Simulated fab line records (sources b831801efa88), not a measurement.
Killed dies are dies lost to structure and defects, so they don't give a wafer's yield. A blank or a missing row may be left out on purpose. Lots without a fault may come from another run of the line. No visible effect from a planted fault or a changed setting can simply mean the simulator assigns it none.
fab line records    flow sky130
record lots=11  wafers=33  last-day=50
route steps=708 shown LDD_N@244 POLY_CUT@317 SD_P@331 SD_N@351
lots that met no fault: from a run of the same line without faults
start-h: hours from the record's opening day to when the first of the lot's shown wafers began    wait-h: hours since the lot's step before    " same as the row above    L1.1+2: several wafers, shown together as one row    - no value, or no start was given    * or withheld: withheld    < > ~ a bound
route shown NAME@n: NAME is a module with steps in the file, n the number in the route of the first one    usual: mean/standard deviation taken from wafers without a fault    same: alike in all rows    chamber/n: place in a boat    sites: the reading at each site    _std_site: the standard deviation of these    _edge_site: mean of outer sites minus mean of inner sites    radius-mm: for every site, how far away it sits from the centre of the wafer    mask NAME#n: copy n    behind: the tool/chamber that last shaped the wafer    hold: reason for holding the lot/hours on hold/outcome of the hold    device: whichever transistor did not switch (one of n, p or np)    end of line: the tests these same wafers got at the end of their route    where a step has no rows: the recipe by itself    killed: not the wafer's yield, but the dies lost to structure and defects at the first sort    map: a wafer's dies, x killed, . not, _ none there
set.NAME: the setting that was run; set.NAME@STEP: the one run at that earlier step    model.NAME: the simulator's own value behind a step, which no gauge read
one table for each step of the route and one row for each wafer, over a sample of lots
services: from which hour (start-h, from the record's first day; less than 0 if before it) a tool's chamber was out of use, for how many hours, and why
## steps
# step SKY_LDD_N_OVL_MEAS_07
# usual LDD_N_OVL=-0.4/1.4
lot.wafer  tool        chamber  start-h  wait-h  LDD_N_OVL[nm]
L549.1     overlay-02  -        399.52   0.1     0.7
L549.2     "           -        "        "       0.7
L549.3     "           -        "        "       0.9
L553.1     overlay-02  -        445.86   0.1     -1.5
L553.3     "           -        "        "       -1.2
L553.6     "           -        "        "       -0.8
L554.3     overlay-02  -        453.67   0.1     -3.0
L554.4     "           -        "        "       -2.3
L554.6     "           -        "        "       -1.5
L556.2     overlay-02  -        463.43   0.1     -0.9
L556.3     "           -        "        "       -1.2
L556.5     "           -        "        "       0.4
L557.4     overlay-01  -        470.06   0.1     -0.2
L557.5     "           -        "        "       -2.2
L557.6     "           -        "        "       -0.1
L564.1     overlay-02  -        530.67   0.1     -2.4
L564.3     "           -        "        "       -1.7
L564.4     "           -        "        "       -2.1
L566.3     overlay-02  -        545.37   0.1     2.4
L566.5     "           -        "        "       1.7
L566.6     "           -        "        "       1.3
L567.1     overlay-02  -        559.77   0.1     -2.5
L567.4     "           -        "        "       -1.0
L567.5     "           -        "        "       -0.9
L568.3     overlay-01  -        567.67   0.1     2.1
L568.4     "           -        "        "       0.0
L568.5     "           -        "        "       2.6
L571.1     overlay-02  -        584.74   0.1     -0.4
L571.4     "           -        "        "       1.2
L571.6     "           -        "        "       -1.4
L572.1     overlay-02  -        595.42   0.1     0.1
L572.3     "           -        "        "       -1.2
L572.6     "           -        "        "       0.0
# step SKY_POLY_CUT_ETCH_10
# recipe chemistry=N2/H2  target=BARC  ion-energy-ev=200  source-w=500  bias-w=100  pressure-mtorr=30  n2-flow-sccm=100  h2-flow-sccm=200  stop-on=SiO2  time-s=45.9  target-depth-a=600
# usual drypump-motor-current-A=5.7/0.41  oes-product-au=0.855/0.0046  rf-fwd-power-W=494.8/2.2  throttle-valve-pct=13.224/0.01
lot.wafer  tool         chamber  start-h  wait-h  drypump-motor-current-A  oes-product-au  rf-fwd-power-W  rf-hours-counter-h  throttle-valve-pct
L549.1     rie-diel-04  2        558.13   0.0     5.5                      0.863           493.5           12                  13.218
L549.2     "            1        "        "       6.3                      0.850           494.8           3                   13.219
L549.3     "            0        "        "       6.0                      0.860           494.1           5                   13.225
L553.1     rie-diel-02  1        600.18   0.0     5.3                      0.854           493.7           3                   13.231
L553.3     "            0        "        "       6.3                      0.855           497.6           8                   13.241
L553.6     "            3        "        "       5.3                      0.852           492.7           -                   13.245
L554.3     rie-diel-02  0        609.51   0.0     6.3                      0.861           494.1           8                   13.219
L554.4     "            2        "        "       5.9                      0.858           496.4           43                  13.220
L554.6     "            1        "        "       5.4                      0.855           490.4           -                   13.235
L556.2     rie-diel-02  0        616.43   0.0     6.4                      0.854           495.5           8                   13.237
L556.3     "            1        "        "       5.3                      0.859           490.2           3                   13.219
L556.5     "            1        "        "       5.3                      0.856           490.9           -                   13.237
L557.4     rie-diel-02  2        623.08   0.0     6.0                      0.856           495.2           -                   13.211
L557.5     "            1        "        "       5.4                      0.858           490.3           -                   13.233
L557.6     "            3        "        "       5.3                      0.856           494.1           -                   13.230
L564.1     rie-diel-04  1        679.58   0.0     6.3                      0.856           495.8           5                   13.235
L564.3     "            2        "        "       5.4                      0.850           489.3           15                  13.212
L564.4     "            3        "        "       5.8                      0.855           496.3           29                  13.224
L566.3     rie-diel-01  2        694.73   0.0     5.9                      0.862           496.8           31                  13.238
L566.5     "            2        "        "       5.9                      0.846           494.3           -                   13.229
L566.6     "            1        "        "       5.6                      0.860           496.6           -                   13.193
L567.1     rie-diel-02  1        707.63   0.0     5.3                      0.861           492.0           5                   13.218
L567.4     "            3        "        "       5.3                      0.853           496.0           4                   13.227
L567.5     "            0        "        "       6.3                      0.856           495.0           -                   13.226
L568.3     rie-diel-02  1        715.13   0.0     5.3                      0.857           491.9           6                   13.234
L568.4     "            0        "        "       6.3                      0.859           494.9           10                  13.223
L568.5     "            2        "        "       5.9                      0.853           497.9           -                   13.233
L571.1     rie-diel-01  1        733.66   0.0     5.6                      0.854           495.6           34                  13.228
L571.4     "            0        "        "       5.1                      0.860           495.5           7                   13.229
L571.6     "            0        "        "       5.1                      0.859           495.4           -                   13.221
L572.1     rie-diel-04  3        741.53   0.0     5.9                      0.865           495.6           30                  13.214
L572.3     "            0        "        "       5.9                      0.857           493.7           9                   13.217
L572.6     "            2        "        "       5.4                      0.852           488.7           -                   13.253
# step SKY_SD_P_TW_MEAS_11
# usual SD_P_TW=2830/24
lot.wafer  tool           chamber  start-h  wait-h  SD_P_TW
L549.1     film-metro-04  -        588.03   0.1     2832
L549.2     "              -        "        "       2846
L549.3     "              -        "        "       2824
L553.1     film-metro-03  -        630.08   0.1     2858
L553.3     "              -        "        "       2859
L553.6     "              -        "        "       2873
L554.3     film-metro-02  -        638.95   0.1     2789
L554.4     "              -        "        "       2809
L554.6     "              -        "        "       2786
L556.2     film-metro-04  -        645.50   0.1     2855
L556.3     "              -        "        "       2855
L556.5     "              -        "        "       2871
L557.4     film-metro-02  -        652.01   0.1     2798
L557.5     "              -        "        "       2801
L557.6     "              -        "        "       2796
L564.1     film-metro-02  -        707.93   0.1     2799
L564.3     "              -        "        "       2799
L564.4     "              -        "        "       2814
L566.3     film-metro-03  -        722.95   0.1     2844
L566.5     "              -        "        "       2850
L566.6     "              -        "        "       2845
L567.1     film-metro-02  -        735.83   0.1     2805
L567.4     "              -        "        "       2810
L567.5     "              -        "        "       2818
L568.3     film-metro-04  -        743.25   0.1     2845
L568.4     "              -        "        "       2837
L568.5     "              -        "        "       2839
L571.1     film-metro-04  -        761.29   0.1     2836
L571.4     "              -        "        "       2859
L571.6     "              -        "        "       2822
L572.1     film-metro-02  -        768.19   0.1     2789
L572.3     "              -        "        "       2807
L572.6     "              -        "        "       2789
# step SKY_SD_N_IMPLANT_09
# recipe species=As  energy-kev=50  dose-cm2=4e+15  tilt-deg=0
# usual beam-energy-keV=49.999/0.016  beam-on-s=16.5/1.2  end-station-pressure-torr=1.45e-05/1.1e-06  tilt-deg=-0.004/0.021
lot.wafer  tool          chamber  start-h  wait-h  beam-energy-keV  beam-on-s  end-station-pressure-torr  tilt-deg
L549.1     implanter-02  0        646.56   0.0     49.968           19.3       1.31e-05                   -0.028
L549.2     "             0        "        "       49.973           18.7       1.31e-05                   -0.004
L549.3     "             0        "        "       49.964           19.0       1.34e-05                   -0.011
L553.1     implanter-03  0        688.38   0.0     50.007           16.6       1.46e-05                   0.004
L553.3     "             0        "        "       50.022           16.3       1.5e-05                    0.001
L553.6     "             0        "        "       50.002           16.5       1.48e-05                   -0.012
L554.3     implanter-03  0        696.26   0.1     50.015           16.5       1.51e-05                   -0.009
L554.4     "             0        "        "       50.023           16.8       1.59e-05                   -0.008
L554.6     "             0        "        "       50.000           16.9       1.42e-05                   -0.013
L556.2     implanter-03  0        702.51   0.1     53.566           16.2       1.47e-05                   -0.009
L556.3     "             0        "        "       53.554           16.9       1.46e-05                   0.025
L556.5     "             0        "        "       53.526           16.4       1.44e-05                   0.036
L557.4     implanter-03  0        708.60   0.1     53.540           16.5       1.45e-05                   -0.044
L557.5     "             0        "        "       53.554           16.2       1.54e-05                   -0.040
L557.6     "             0        "        "       53.536           16.7       1.43e-05                   -0.047
L564.1     implanter-02  0        763.26   0.0     50.003           18.8       1.22e-05                   -0.027
L564.3     "             0        "        "       50.000           18.6       1.22e-05                   -0.041
L564.4     "             0        "        "       49.982           18.9       1.32e-05                   -0.021
L566.3     implanter-03  0        777.68   0.1     49.996           17.0       1.55e-05                   0.013
L566.5     "             0        "        "       49.994           16.4       1.51e-05                   -0.008
L566.6     "             0        "        "       50.000           16.2       1.55e-05                   -0.001
L567.1     implanter-02  0        790.08   0.0     50.011           19.5       1.18e-05                   0.054
L567.4     "             0        "        "       49.983           18.4       1.35e-05                   0.008
L567.5     "             0        "        "       50.011           18.9       1.32e-05                   0.002
L568.3     implanter-03  0        797.46   0.1     50.032           16.7       1.38e-05                   0.022
L568.4     "             0        "        "       49.985           16.6       1.35e-05                   0.028
L568.5     "             0        "        "       49.999           16.2       1.5e-05                    0.004
L571.1     implanter-03  0        814.63   0.0     49.999           16.3       1.46e-05                   -0.007
L571.4     "             0        "        "       49.999           16.3       1.43e-05                   0.013
L571.6     "             0        "        "       49.991           16.3       1.54e-05                   0.017
L572.1     implanter-04  0        822.75   0.0     49.959           15.9       1.56e-05                   0.003
L572.3     "             0        "        "       49.974           15.1       1.45e-05                   0.005
L572.6     "             0        "        "       49.964           15.4       1.61e-05                   -0.001
# step SKY_SD_N_STRIP_11
# recipe chemistry=O2/N2  power-w=1400  pressure-mtorr=1500  platen-temp-c=withheld  o2-flow-sccm=3000  n2-flow-sccm=300  overash-fraction=0.5
# usual drypump-motor-current-A=6.10/0.18  oes-product-au=0.528/0.0048  strip-time-to-endpoint-s=22.54/0.044
# same overash-fraction=0.5
lot.wafer  tool             chamber  start-h  wait-h  drypump-motor-current-A  oes-product-au  rf-hours-counter-h  strip-time-to-endpoint-s
L549.1     plasma-asher-04  0        646.86   0.1     6.08                     0.543           53                  22.60
L549.2     "                1        "        "       5.65                     0.530           53                  22.63
L549.3     "                0        "        "       6.10                     0.534           -                   22.58
L553.1     plasma-asher-01  0        688.68   0.1     6.19                     0.525           84                  22.55
L553.3     "                1        "        "       6.22                     0.531           -                   22.49
L553.6     "                0        "        "       6.16                     0.526           -                   22.54
L554.3     plasma-asher-01  1        696.55   0.1     6.25                     0.524           -                   22.51
L554.4     "                0        "        "       6.15                     0.529           -                   22.56
L554.6     "                1        "        "       6.27                     0.536           -                   22.51
L556.2     plasma-asher-04  1        702.78   0.1     5.67                     0.526           59                  23.06
L556.3     "                1        "        "       5.68                     0.525           -                   23.08
L556.5     "                0        "        "       6.09                     0.521           -                   23.07
L557.4     plasma-asher-02  1        708.86   0.1     6.26                     0.524           -                   23.18
L557.5     "                0        "        "       6.01                     0.522           -                   23.13
L557.6     "                1        "        "       6.25                     0.524           -                   23.15
L564.1     plasma-asher-02  0        763.56   0.1     5.95                     0.535           2                   22.52
L564.3     "                0        "        "       5.99                     0.538           -                   22.52
L564.4     "                1        "        "       6.25                     0.530           -                   22.57
L566.3     plasma-asher-02  0        777.96   0.1     6.00                     0.520           -                   22.55
L566.5     "                0        "        "       6.01                     0.529           -                   22.49
L566.6     "                1        "        "       6.23                     0.529           -                   22.51
L567.1     plasma-asher-04  1        790.38   0.1     5.65                     0.523           69                  22.61
L567.4     "                1        "        "       5.64                     0.522           -                   22.61
L567.5     "                0        "        "       6.09                     0.533           -                   22.62
L568.3     plasma-asher-02  1        797.75   0.1     6.25                     0.531           -                   22.54
L568.4     "                0        "        "       6.02                     0.522           -                   22.53
L568.5     "                1        "        "       6.24                     0.527           -                   22.54
L571.1     plasma-asher-02  1        814.93   0.1     6.25                     0.532           8                   22.48
L571.4     "                1        "        "       6.25                     0.525           -                   22.45
L571.6     "                0        "        "       6.00                     0.526           -                   22.53
L572.1     plasma-asher-01  1        823.05   0.1     6.20                     0.526           93                  22.53
L572.3     "                0        "        "       6.17                     0.526           -                   22.56
L572.6     "                1        "        "       6.21                     0.530           -                   22.56
# step SKY_SD_N_RS_MEAS_16
# recipe thk-meas-gauge=four-point-probe
# usual SD_N_RS=68.57/0.1
lot.wafer  tool           chamber  start-h  wait-h  SD_N_RS[ohm/sq]
L549.1     film-metro-04  -        647.25   0.1     68.56
L549.2     "              -        "        "       68.56
L549.3     "              -        "        "       68.52
L553.1     film-metro-04  -        689.12   0.1     68.45
L553.3     "              -        "        "       68.61
L553.6     "              -        "        "       68.40
L554.3     film-metro-03  -        696.94   0.1     68.69
L554.4     "              -        "        "       68.65
L554.6     "              -        "        "       68.54
L556.2     film-metro-02  -        703.24   0.1     66.26
L556.3     "              -        "        "       66.20
L556.5     "              -        "        "       66.24
L557.4     film-metro-02  -        709.32   0.1     66.18
L557.5     "              -        "        "       66.04
L557.6     "              -        "        "       66.14
L564.1     film-metro-04  -        764.00   0.1     68.75
L564.3     "              -        "        "       68.69
L564.4     "              -        "        "       68.59
L566.3     film-metro-03  -        778.35   0.1     68.51
L566.5     "              -        "        "       68.54
L566.6     "              -        "        "       68.65
L567.1     film-metro-03  -        790.76   0.1     68.29
L567.4     "              -        "        "       68.44
L567.5     "              -        "        "       68.38
L568.3     film-metro-02  -        798.14   0.1     68.62
L568.4     "              -        "        "       68.58
L568.5     "              -        "        "       68.73
L571.1     film-metro-04  -        815.31   0.1     68.31
L571.4     "              -        "        "       68.59
L571.6     "              -        "        "       68.63
L572.1     film-metro-02  -        823.43   0.1     68.47
L572.3     "              -        "        "       68.50
L572.6     "              -        "        "       68.64
## services
tool             chamber  start-h  hours  kind
rie-diel-04      0        565.71   3.1    repair
plasma-asher-04  -        574.13   7.3    pm
plasma-asher-02  -        583.73   2.8    pm
rie-diel-02      0        619.52   6.6    repair
implanter-02     -        622.43   4.0    pm
implanter-02     -        643.50   1.8    repair
rie-diel-02      1        646.79   7.3    repair
rie-diel-02      3        671.09   8.4    repair
rie-diel-02      -        675.92   2.8    pm
rie-diel-02      -        684.31   0.2    repair
rie-diel-02      3        688.11   4.3    repair
rie-diel-04      -        702.24   0.9    repair
plasma-asher-01  -        714.01   3.3    repair
plasma-asher-02  -        717.47   2.9    repair
plasma-asher-02  -        719.44   5.1    repair
plasma-asher-01  -        720.72   15.6   pm
plasma-asher-02  -        733.75   9.0    pm
rie-diel-02      3        740.71   34.0   repair
plasma-asher-02  -        743.34   0.6    repair
rie-diel-02      1        745.64   4.6    repair
rie-diel-02      0        745.66   7.8    repair
implanter-03     -        749.83   2.6    repair
implanter-03     -        752.43   4.9    pm
plasma-asher-02  -        770.84   3.6    repair
## key
first-sign step=SKY_SD_N_IMPLANT_09  reading=beam-energy-keV  direction=up  sigmas=99+  usual=*  struck=*
effect step=SKY_SD_N_STRIP_11  reading=strip-time-to-endpoint-s  direction=up  sigmas=13  usual=*  struck=*
effect step=SKY_SD_N_RS_MEAS_16  reading=SD_N_RS  direction=down  sigmas=23  usual=68.57  struck=66.18
met-at SKY_SD_N_IMPLANT_09
struck-lots L556,L557
tester-left-out L556,L557
not-acting-at SKY_LDD_N_OVL_MEAS_07,SKY_POLY_CUT_ETCH_10,SKY_SD_P_TW_MEAS_11
onset-between 696.26 702.51
fault kind=process-parameter-drift  tool=implanter-03  chamber=-  onset-h=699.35  steps=SKY_SD_N_IMPLANT_09  channel=energy-kev  offset=*  shape=step  end-h=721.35  acts-in=*  stated=*
# tester-left-out: of these lots the tester's yield and bins aren't shown, on N5 and GAA mostly nor the transistor test; their killed dies are dies lost to structure and defects alone, not to doping, threshold or leakage, so they don't give the yield
